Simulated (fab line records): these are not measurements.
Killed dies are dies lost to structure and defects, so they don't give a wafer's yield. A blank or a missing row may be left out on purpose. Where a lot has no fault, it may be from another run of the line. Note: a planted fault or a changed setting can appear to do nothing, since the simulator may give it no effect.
Code-filled problem report in 8D (eight disciplines) form :: flow gf180mcu :: the parts of the form that need people (team, actions taken, sign-off) are left out

== 1. WHAT IS WRONG ==
MVSD_TW at GF_MVSD_TW_MEAS_11 reads a mean of 29 on 3 wafers of 1 lot; wafers without a fault read 1573 with a standard deviation of 20. That is -77 standard deviations from the usual mean.
First observed at day 8 04:22: wafer L630.2, on film_metro-01. Wafers with a number at this step in the record: 39, from 13 lots. Rule for "out" (also "out of limits"): further than 4 standard deviations from the usual mean. Any other wafer with a number is counted as sound.

== 2. WHAT IT IS; WHAT IT IS NOT ==
question: which readings at this step
is: MVSD_TW
is not: -

question: which lots
is: L630
is not: L615, L616, L617, L618, L619, L620, L621, L622, L623, L625, L626, L636

question: which wafers of those lots
is: all that have a number
is not: -

question: read on which gauges
is: film_metro-01
is not: film_metro-03, film_metro-04

question: when
is: from day 8 04:22
is not: up to then (33 sound wafers); but 3 sound wafers of L636 came after

== 3. SUSPECTS, AND WHAT RULES EACH OUT ==
Counting: a tool at a process step up to the reading stays a suspect if it ran every lot that is out and no sound lot after the first of them.
- ruled out: the gauge at GF_MVSD_TW_MEAS_11. All the wafers that are out were read on film_metro-01, but those of them that GF_LVPWELL_STRIP_10 has rows for are out there too, on other tools.
- plasma_asher-04 at GF_DNWELL_STRIP_08 (strips in O2/N2): ruled out as a lasting fault. The sound lots L636 went through it after L630, its earliest lot that is out (day 6 05:39).
- plasma_asher-04 at GF_LVPWELL_STRIP_10 (strips in O2/N2): kept. It ran the lot that is out, L630 (day 7 12:20), and no sound lot after that; its last sound lot up to then is L625 (day 6 14:26). On those wafers its own readings are out: oes_product_au.
- plasma_asher-03 at GF_MVSD_STRIP_10 (strips in O2/N2): ruled out as a lasting fault. The sound lots L636 went through it after L630, its earliest lot that is out (day 8 04:15).
Remaining after the count: plasma_asher-04 at GF_LVPWELL_STRIP_10.

== 4. THE CAUSE (what the simulator had put in) ==
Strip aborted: plasma_asher-04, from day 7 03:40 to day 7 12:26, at GF_LVPWELL_STRIP_10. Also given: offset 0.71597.
Only this tool survived the counting.

== 5. SEQUENCE OF EFFECTS, ordered by route ==
Rows list readings where the struck wafers' mean (over those with a number) sits beyond 3 standard deviations from the usual. Readings are gone through only where the record gives a usual standard deviation; hours: the median, over the lots, of the time from a lot's start at the first step in this table giving one to that lot's start at this step; sigmas: the change measured in usual standard deviations.
hours: 0
step: GF_LVPWELL_STRIP_10
reading: oes_product_au
usual: 0.723 a.u.
on struck wafers: 0.943
change: +0.220
sigmas: +46

hours: 16
step: GF_MVSD_STRIP_10
reading: strip_time_to_endpoint_s
usual: 36.99 s
on struck wafers: 58.10
change: +21.11
sigmas: +99 or more

hours: 16
step: GF_MVSD_TW_MEAS_11
reading: MVSD_TW
usual: 1573
on struck wafers: 29
change: -1544
sigmas: -77
It contains these process steps:
- GF_LVPWELL_STRIP_10: strips in O2/N2.
- GF_MVSD_STRIP_10: strips in O2/N2.
Readings that are blank on the struck wafers while sound wafers have them: strip_time_to_endpoint_s at GF_LVPWELL_STRIP_10.
Later measuring or inspecting steps at which every struck wafer that the step has a row for has a number for every such reading, and none has moved that far: GF_VT_IMPLANT_OVL_MEAS_07.

== 6. WHAT WOULD HAVE CAUGHT IT SOONER ==
25 hours passed between the start of the fault at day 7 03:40 and the first reading out of limits at a measuring or inspecting step in this record, taken at day 8 04:22.
At GF_LVPWELL_STRIP_10, the tool's own readings (oes_product_au) were out on each struck wafer the step has a row for, so an alarm limit on them would have fired on the first such wafer.
By day 8 04:22, every lot that is out (1) had started GF_LVPWELL_STRIP_10 on plasma_asher-04. Had the tool been put on hold then, not one of them would have been saved.
